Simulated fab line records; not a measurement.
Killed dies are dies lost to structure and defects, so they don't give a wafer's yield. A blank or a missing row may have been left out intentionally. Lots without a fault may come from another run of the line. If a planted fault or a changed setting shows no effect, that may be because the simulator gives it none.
Problem report in the 8D (eight disciplines) form, filled by code | flow sky130 | the parts of the form that need people (team, actions taken, sign-off) are left out

## 1. THE ISSUE
SKY_METAL3_CD_MEAS_13, cdNm: mean 234.5 nm over 1 wafer from 1 lot; wafers with no fault: 300.0 nm, standard deviation 1.2. Measured from the usual mean, that is -55 standard deviations.
The step: target cd 300 nm.
Earliest sighting: wafer L205.1 on cdSem-02 at day 43 16:41. The record holds 38 wafers of 13 lots with a number at this step. The rule behind "out" and "out of limits": a value lying over 4 standard deviations away from the usual mean. All remaining wafers that have a number are taken as sound.

## 2. WHAT IT IS, WHAT IT ISN'T
question                    | is                | is not
which readings at this step | cdNm              | -
which lots                  | L205              | L188, L189, L191, L192, L193, L195, L196, L197, L198, L199, L201, L202
which wafers of those lots  | L205.1            | L205.2
read on which gauges        | cdSem-02          | cdSem-01
when                        | from day 43 16:41 | up to then (37 sound wafers)

## 3. WHAT RULES OUT EACH SUSPECT
Counting: if a tool at a process step up to the reading ran every lot that is out, it stays a suspect. Sound lots after the first of them don't rule it out here, since some wafers of a struck lot are sound.
- the gauge at SKY_METAL3_CD_MEAS_13: kept. All the wafers that are out were read on cdSem-02, and no step on other tools shows them out.
- plasmaAsher-02 at SKY_CONTACT_STRIP_19 (strips in O2/N2): kept. It ran the lot that is out, L205 (day 37 05:00); its last sound lot up to then is L201 (day 36 16:17).
- krfScanner-01 at SKY_METAL3_EXPOSE_10 (exposes mask MM3, target cd 300 nm): kept. It ran the lot that is out, L205 (day 43 06:34); its last sound lot up to then is L202 (day 42 15:16).
- Within plasmaAsher-02 at SKY_CONTACT_STRIP_19: the wafers that are out ran in chamber 0; their sound lot-mates ran in chamber 1.
Still standing after the count: plasmaAsher-02 at SKY_CONTACT_STRIP_19, krfScanner-01 at SKY_METAL3_EXPOSE_10, cdSem-02 at SKY_METAL3_CD_MEAS_13.

## 4. THE CAUSE (what the simulator had put in)
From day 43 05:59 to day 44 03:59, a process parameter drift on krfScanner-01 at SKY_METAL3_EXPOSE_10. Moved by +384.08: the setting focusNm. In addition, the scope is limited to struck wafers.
Of the 3 suspects that counting leaves, this tool is one.

## 5. SEQUENCE OF EFFECTS, ordered by route
One row per reading whose mean, taken over the struck wafers that have a number, lies over 3 standard deviations from the usual. Readings are gone through only where the record gives a usual standard deviation; hours: the median, over the lots, of the time from a lot's start at the first step in this table giving one to that lot's start at this step; sigmas: the change measured in usual standard deviations.
hours | step                  | reading | usual    | on struck wafers | change | sigmas
0     | SKY_METAL3_CD_MEAS_13 | cdNm    | 300.0 nm | 234.5            | -65.5  | -55

## 6. HOW IT WOULD HAVE BEEN CAUGHT EARLIER
Counted from the fault's start at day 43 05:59, it took 11 hours until the first out-of-limits reading at a measuring or inspecting step in this record, taken at day 43 16:41.
By day 43 16:41, every lot that is out (1) had started SKY_METAL3_EXPOSE_10 on krfScanner-01. Had the tool been put on hold then, not one of them would have been saved.
